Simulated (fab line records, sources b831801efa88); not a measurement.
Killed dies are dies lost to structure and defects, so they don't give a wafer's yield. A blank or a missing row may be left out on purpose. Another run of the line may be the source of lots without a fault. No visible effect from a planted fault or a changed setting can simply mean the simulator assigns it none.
Which of the tools did it? || flow sky130 || 24 lots, 72 wafers sampled, at 4 steps of a route of 708

## WHAT THE GAUGES READ, wafer by wafer
SKY_METAL2_THK_MEAS_06: measures by xrf.
{"lot": "L074", "measured": "day 33 20:37", "on": "film metro-03", "METAL2_ALCU_THK (nm)": "243 247 248"}
{"lot": "L076", "measured": "day 34 18:08", "on": "film metro-04", "METAL2_ALCU_THK (nm)": "249 251 250"}
{"lot": "L075", "measured": "day 34 21:53", "on": "film metro-01", "METAL2_ALCU_THK (nm)": "251 251 253"}
{"lot": "L077", "measured": "day 35 00:56", "on": "film metro-04", "METAL2_ALCU_THK (nm)": "247 251 249"}
{"lot": "L078", "measured": "day 35 02:31", "on": "film metro-01", "METAL2_ALCU_THK (nm)": "248 248 249"}
{"lot": "L079", "measured": "day 35 17:01", "on": "film metro-04", "METAL2_ALCU_THK (nm)": "250 251 248"}
{"lot": "L080", "measured": "day 36 04:49", "on": "film metro-03", "METAL2_ALCU_THK (nm)": "246 250 248"}
{"lot": "L081", "measured": "day 36 10:57", "on": "film metro-03", "METAL2_ALCU_THK (nm)": "250 249 249"}
{"lot": "L082", "measured": "day 36 16:47", "on": "film metro-01", "METAL2_ALCU_THK (nm)": "253 253 255"}
{"lot": "L083", "measured": "day 37 05:17", "on": "film metro-04", "METAL2_ALCU_THK (nm)": "257 254 251"}
{"lot": "L084", "measured": "day 37 12:05", "on": "film metro-03", "METAL2_ALCU_THK (nm)": "249 245 246"}
{"lot": "L085", "measured": "day 37 23:11", "on": "film metro-04", "METAL2_ALCU_THK (nm)": "252 249 253"}
{"lot": "L086", "measured": "day 38 07:29", "on": "film metro-04", "METAL2_ALCU_THK (nm)": "250 243 249"}
{"lot": "L087", "measured": "day 38 07:49", "on": "film metro-01", "METAL2_ALCU_THK (nm)": "249 249 248"}
{"lot": "L088", "measured": "day 38 16:25", "on": "film metro-01", "METAL2_ALCU_THK (nm)": "252 246 245"}
{"lot": "L089", "measured": "day 38 19:25", "on": "film metro-01", "METAL2_ALCU_THK (nm)": "253 252 251"}
{"lot": "L090", "measured": "day 39 05:40", "on": "film metro-04", "METAL2_ALCU_THK (nm)": "250 250 250"}
{"lot": "L092", "measured": "day 39 13:13", "on": "film metro-01", "METAL2_ALCU_THK (nm)": "249 247 248"}
{"lot": "L091", "measured": "day 39 18:13", "on": "film metro-03", "METAL2_ALCU_THK (nm)": "244 246 252"}
{"lot": "L093", "measured": "day 40 08:16", "on": "film metro-01", "METAL2_ALCU_THK (nm)": "252 249 249"}
{"lot": "L095", "measured": "day 40 10:58", "on": "film metro-01", "METAL2_ALCU_THK (nm)": "248 252 253"}
{"lot": "L094", "measured": "day 40 19:07", "on": "film metro-04", "METAL2_ALCU_THK (nm)": "256 256 256"}
{"lot": "L096", "measured": "day 41 00:58", "on": "film metro-04", "METAL2_ALCU_THK (nm)": "244 250 246"}
{"lot": "L097", "measured": "day 41 04:49", "on": "film metro-01", "METAL2_ALCU_THK (nm)": "252 246 251"}

SKY_VIA2_RS_MEAS_22: a four-point-probe measurement.
{"lot": "L074", "measured": "day 36 02:23", "on": "film metro-02", "VIA2_W_RS (ohm/sq)": "0.279 0.278 0.274"}
{"lot": "L076", "measured": "day 36 23:41", "on": "film metro-03", "VIA2_W_RS (ohm/sq)": "0.270 0.270 0.267"}
{"lot": "L075", "measured": "day 37 05:38", "on": "film metro-03", "VIA2_W_RS (ohm/sq)": "0.267 0.266 0.270"}
{"lot": "L077", "measured": "day 37 09:16", "on": "film metro-02", "VIA2_W_RS (ohm/sq)": "0.267 0.265 0.275"}
{"lot": "L078", "measured": "day 37 09:53", "on": "film metro-04", "VIA2_W_RS (ohm/sq)": "0.269 0.274 0.272"}
{"lot": "L079", "measured": "day 37 23:31", "on": "film metro-02", "VIA2_W_RS (ohm/sq)": "0.264 0.262 0.266"}
{"lot": "L080", "measured": "day 38 11:14", "on": "film metro-03", "VIA2_W_RS (ohm/sq)": "0.264 0.274 0.265"}
{"lot": "L081", "measured": "day 38 17:05", "on": "film metro-04", "VIA2_W_RS (ohm/sq)": "0.263 0.262 0.271"}
{"lot": "L082", "measured": "day 38 22:52", "on": "film metro-02", "VIA2_W_RS (ohm/sq)": "0.263 0.266 0.272"}
{"lot": "L083", "measured": "day 39 10:35", "on": "film metro-04", "VIA2_W_RS (ohm/sq)": "0.274 0.264 0.266"}
{"lot": "L084", "measured": "day 39 17:12", "on": "film metro-03", "VIA2_W_RS (ohm/sq)": "0.278 0.278 0.269"}
{"lot": "L085", "measured": "day 40 03:33", "on": "film metro-04", "VIA2_W_RS (ohm/sq)": "0.264 0.272 0.266"}
{"lot": "L086", "measured": "day 40 12:00", "on": "film metro-04", "VIA2_W_RS (ohm/sq)": "0.263 0.273 0.266"}
{"lot": "L087", "measured": "day 40 12:20", "on": "film metro-02", "VIA2_W_RS (ohm/sq)": "0.272 0.267 0.272"}
{"lot": "L088", "measured": "day 40 20:08", "on": "film metro-02", "VIA2_W_RS (ohm/sq)": "0.274 0.276 0.274"}
{"lot": "L089", "measured": "day 40 23:24", "on": "film metro-04", "VIA2_W_RS (ohm/sq)": "0.268 0.268 0.265"}
{"lot": "L090", "measured": "day 41 09:23", "on": "film metro-03", "VIA2_W_RS (ohm/sq)": "0.273 0.272 0.274"}
{"lot": "L092", "measured": "day 41 16:53", "on": "film metro-04", "VIA2_W_RS (ohm/sq)": "0.275 0.274 0.273"}
{"lot": "L091", "measured": "day 41 21:20", "on": "film metro-03", "VIA2_W_RS (ohm/sq)": "0.274 0.276 0.274"}
{"lot": "L093", "measured": "day 42 10:44", "on": "film metro-03", "VIA2_W_RS (ohm/sq)": "0.272 0.274 0.271"}
{"lot": "L095", "measured": "day 42 12:54", "on": "film metro-04", "VIA2_W_RS (ohm/sq)": "0.271 0.270 0.271"}
{"lot": "L094", "measured": "day 42 20:46", "on": "film metro-02", "VIA2_W_RS (ohm/sq)": "0.263 0.266 0.262"}
{"lot": "L096", "measured": "day 43 03:28", "on": "film metro-04", "VIA2_W_RS (ohm/sq)": "0.273 0.277 0.276"}
{"lot": "L097", "measured": "day 43 05:47", "on": "film metro-04", "VIA2_W_RS (ohm/sq)": "0.278 0.271 0.278"}

## WHAT TOOL EACH LOT RAN ON (gives the tool, then ch and the chambers of the sampled wafers, and finally the start)
{"lot": "L074", "SKY_CONTACT_SPUTTER_23": "pvd sputter-03, day 31 10:37", "SKY_VIA1_CVD_21": "cvd w-02 ch 0,1, day 33 19:46"}
{"lot": "L076", "SKY_CONTACT_SPUTTER_23": "pvd sputter-04, day 32 09:37", "SKY_VIA1_CVD_21": "cvd w-01 ch 0,1, day 34 17:18"}
{"lot": "L075", "SKY_CONTACT_SPUTTER_23": "pvd sputter-02, day 32 12:34", "SKY_VIA1_CVD_21": "cvd w-01 ch 0,1, day 34 21:03"}
{"lot": "L077", "SKY_CONTACT_SPUTTER_23": "pvd sputter-04, day 32 16:11", "SKY_VIA1_CVD_21": "cvd w-02 ch 0,1, day 35 00:05"}
{"lot": "L078", "SKY_CONTACT_SPUTTER_23": "pvd sputter-04, day 32 17:47", "SKY_VIA1_CVD_21": "cvd w-01 ch 0,1, day 35 01:41"}
{"lot": "L079", "SKY_CONTACT_SPUTTER_23": "pvd sputter-04, day 33 08:44", "SKY_VIA1_CVD_21": "cvd w-01 ch 0,1, day 35 16:11"}
{"lot": "L080", "SKY_CONTACT_SPUTTER_23": "pvd sputter-03, day 33 19:37", "SKY_VIA1_CVD_21": "cvd w-02 ch 0,1, day 36 03:58"}
{"lot": "L081", "SKY_CONTACT_SPUTTER_23": "pvd sputter-03, day 34 02:21", "SKY_VIA1_CVD_21": "cvd w-02 ch 0,1, day 36 10:06"}
{"lot": "L082", "SKY_CONTACT_SPUTTER_23": "pvd sputter-04, day 34 07:41", "SKY_VIA1_CVD_21": "cvd w-01 ch 0,1, day 36 15:56"}
{"lot": "L083", "SKY_CONTACT_SPUTTER_23": "pvd sputter-03, day 34 20:34", "SKY_VIA1_CVD_21": "cvd w-01 ch 1, day 37 04:26"}
{"lot": "L084", "SKY_CONTACT_SPUTTER_23": "pvd sputter-03, day 35 02:01", "SKY_VIA1_CVD_21": "cvd w-01 ch 0,1, day 37 11:16"}
{"lot": "L085", "SKY_CONTACT_SPUTTER_23": "pvd sputter-04, day 35 15:10", "SKY_VIA1_CVD_21": "cvd w-02 ch 0,1, day 37 22:21"}
{"lot": "L086", "SKY_CONTACT_SPUTTER_23": "pvd sputter-03, day 35 23:25", "SKY_VIA1_CVD_21": "cvd w-01 ch 0,1, day 38 06:39"}
{"lot": "L087", "SKY_CONTACT_SPUTTER_23": "pvd sputter-02, day 36 00:41", "SKY_VIA1_CVD_21": "cvd w-02 ch 0,1, day 38 06:58"}
{"lot": "L088", "SKY_CONTACT_SPUTTER_23": "pvd sputter-02, day 36 09:08", "SKY_VIA1_CVD_21": "cvd w-02 ch 1, day 38 15:35"}
{"lot": "L089", "SKY_CONTACT_SPUTTER_23": "pvd sputter-02, day 36 11:32", "SKY_VIA1_CVD_21": "cvd w-01 ch 0,1, day 38 18:35"}
{"lot": "L090", "SKY_CONTACT_SPUTTER_23": "pvd sputter-04, day 36 21:46", "SKY_VIA1_CVD_21": "cvd w-01 ch 0, day 39 04:34"}
{"lot": "L092", "SKY_CONTACT_SPUTTER_23": "pvd sputter-03, day 37 06:44", "SKY_VIA1_CVD_21": "cvd w-02 ch 0,1, day 39 12:23"}
{"lot": "L091", "SKY_CONTACT_SPUTTER_23": "pvd sputter-03, day 37 11:58", "SKY_VIA1_CVD_21": "cvd w-02 ch 0,1, day 39 17:22"}
{"lot": "L093", "SKY_CONTACT_SPUTTER_23": "pvd sputter-04, day 38 03:07", "SKY_VIA1_CVD_21": "cvd w-01 ch 1, day 40 07:26"}
{"lot": "L095", "SKY_CONTACT_SPUTTER_23": "pvd sputter-03, day 38 04:08", "SKY_VIA1_CVD_21": "cvd w-02 ch 0,1, day 40 10:07"}
{"lot": "L094", "SKY_CONTACT_SPUTTER_23": "pvd sputter-03, day 38 13:49", "SKY_VIA1_CVD_21": "cvd w-02 ch 1, day 40 18:16"}
{"lot": "L096", "SKY_CONTACT_SPUTTER_23": "pvd sputter-03, day 38 19:36", "SKY_VIA1_CVD_21": "cvd w-02 ch 0,1, day 41 00:07"}
{"lot": "L097", "SKY_CONTACT_SPUTTER_23": "pvd sputter-02, day 38 23:37", "SKY_VIA1_CVD_21": "cvd w-02 ch 0,1, day 41 03:59"}
- SKY_CONTACT_SPUTTER_23: material TiN, target thk 20 nm, time 80 s.
- SKY_VIA1_CVD_21: deposits W, target thk 270 nm, time 80.902 s.

## AS READ BY THE TOOLS THEMSELVES (means over the sampled wafers that have a number; for cases with no such wafer, the mark the record gives instead)
SKY_CONTACT_SPUTTER_23.
{"lot": "L074", "tool": "pvd sputter-03", "throttle valve pct (%)": 29.5}
{"lot": "L076", "tool": "pvd sputter-04", "throttle valve pct (%)": 29.8}
{"lot": "L075", "tool": "pvd sputter-02", "throttle valve pct (%)": 31.3}
{"lot": "L077", "tool": "pvd sputter-04", "throttle valve pct (%)": 30.1}
{"lot": "L078", "tool": "pvd sputter-04", "throttle valve pct (%)": 30.1}
{"lot": "L079", "tool": "pvd sputter-04", "throttle valve pct (%)": 30.4}
{"lot": "L080", "tool": "pvd sputter-03", "throttle valve pct (%)": 29.6}
{"lot": "L081", "tool": "pvd sputter-03", "throttle valve pct (%)": 29.6}
{"lot": "L082", "tool": "pvd sputter-04", "throttle valve pct (%)": 30.6}
{"lot": "L083", "tool": "pvd sputter-03", "throttle valve pct (%)": 30.0}
{"lot": "L084", "tool": "pvd sputter-03", "throttle valve pct (%)": 30.1}
{"lot": "L085", "tool": "pvd sputter-04", "throttle valve pct (%)": 30.5}
{"lot": "L086", "tool": "pvd sputter-03", "throttle valve pct (%)": 29.5}
{"lot": "L087", "tool": "pvd sputter-02", "throttle valve pct (%)": 30.8}
{"lot": "L088", "tool": "pvd sputter-02", "throttle valve pct (%)": 30.0}
{"lot": "L089", "tool": "pvd sputter-02", "throttle valve pct (%)": 31.3}
{"lot": "L090", "tool": "pvd sputter-04", "throttle valve pct (%)": 29.6}
{"lot": "L092", "tool": "pvd sputter-03", "throttle valve pct (%)": 30.0}
{"lot": "L091", "tool": "pvd sputter-03", "throttle valve pct (%)": 29.5}
{"lot": "L093", "tool": "pvd sputter-04", "throttle valve pct (%)": 30.0}
{"lot": "L095", "tool": "pvd sputter-03", "throttle valve pct (%)": 30.2}
{"lot": "L094", "tool": "pvd sputter-03", "throttle valve pct (%)": 30.0}
{"lot": "L096", "tool": "pvd sputter-03", "throttle valve pct (%)": 29.7}
{"lot": "L097", "tool": "pvd sputter-02", "throttle valve pct (%)": 31.2}

SKY_VIA1_CVD_21.
{"lot": "L074", "tool": "cvd w-02", "heater power w (W)": 830}
{"lot": "L076", "tool": "cvd w-01", "heater power w (W)": 880}
{"lot": "L075", "tool": "cvd w-01", "heater power w (W)": 890}
{"lot": "L077", "tool": "cvd w-02", "heater power w (W)": 880}
{"lot": "L078", "tool": "cvd w-01", "heater power w (W)": 875}
{"lot": "L079", "tool": "cvd w-01", "heater power w (W)": 847}
{"lot": "L080", "tool": "cvd w-02", "heater power w (W)": 828}
{"lot": "L081", "tool": "cvd w-02", "heater power w (W)": 845}
{"lot": "L082", "tool": "cvd w-01", "heater power w (W)": 882}
{"lot": "L083", "tool": "cvd w-01", "heater power w (W)": 894}
{"lot": "L084", "tool": "cvd w-01", "heater power w (W)": 852}
{"lot": "L085", "tool": "cvd w-02", "heater power w (W)": 882}
{"lot": "L086", "tool": "cvd w-01", "heater power w (W)": 850}
{"lot": "L087", "tool": "cvd w-02", "heater power w (W)": 888}
{"lot": "L088", "tool": "cvd w-02", "heater power w (W)": 933}
{"lot": "L089", "tool": "cvd w-01", "heater power w (W)": 886}
{"lot": "L090", "tool": "cvd w-01", "heater power w (W)": 833}
{"lot": "L092", "tool": "cvd w-02", "heater power w (W)": 793}
{"lot": "L091", "tool": "cvd w-02", "heater power w (W)": 799}
{"lot": "L093", "tool": "cvd w-01", "heater power w (W)": 905}
{"lot": "L095", "tool": "cvd w-02", "heater power w (W)": 798}
{"lot": "L094", "tool": "cvd w-02", "heater power w (W)": 854}
{"lot": "L096", "tool": "cvd w-02", "heater power w (W)": 802}
{"lot": "L097", "tool": "cvd w-02", "heater power w (W)": 809}

## THE ANSWER, worked out from the rows above alone
Rule: the usual values come from the lots themselves. The widest of any qualifying gaps counts: lots, ordered by their means at a reading, are off when they make up no more than a third of the lots, leave a main group of 4 or more, and stand apart from it by 3 or more times the standard deviation of that group's means. Not used: any main group whose means are identical at the precision the tables above print for the reading. Also off: a lot with no number at a reading for which 4 or more lots have one. The other lots that the step has rows for count as sound. After the gauges, taken in route order, come the tools' own readings; for these a lot's mean is taken, as printed above. At the first step where some lot is off, the reading lying furthest off is the one used; lots without a number count as furthest.
Nothing can be told from this: no lot is off at any reading shown.

## WHAT THE SIMULATOR PUT IN
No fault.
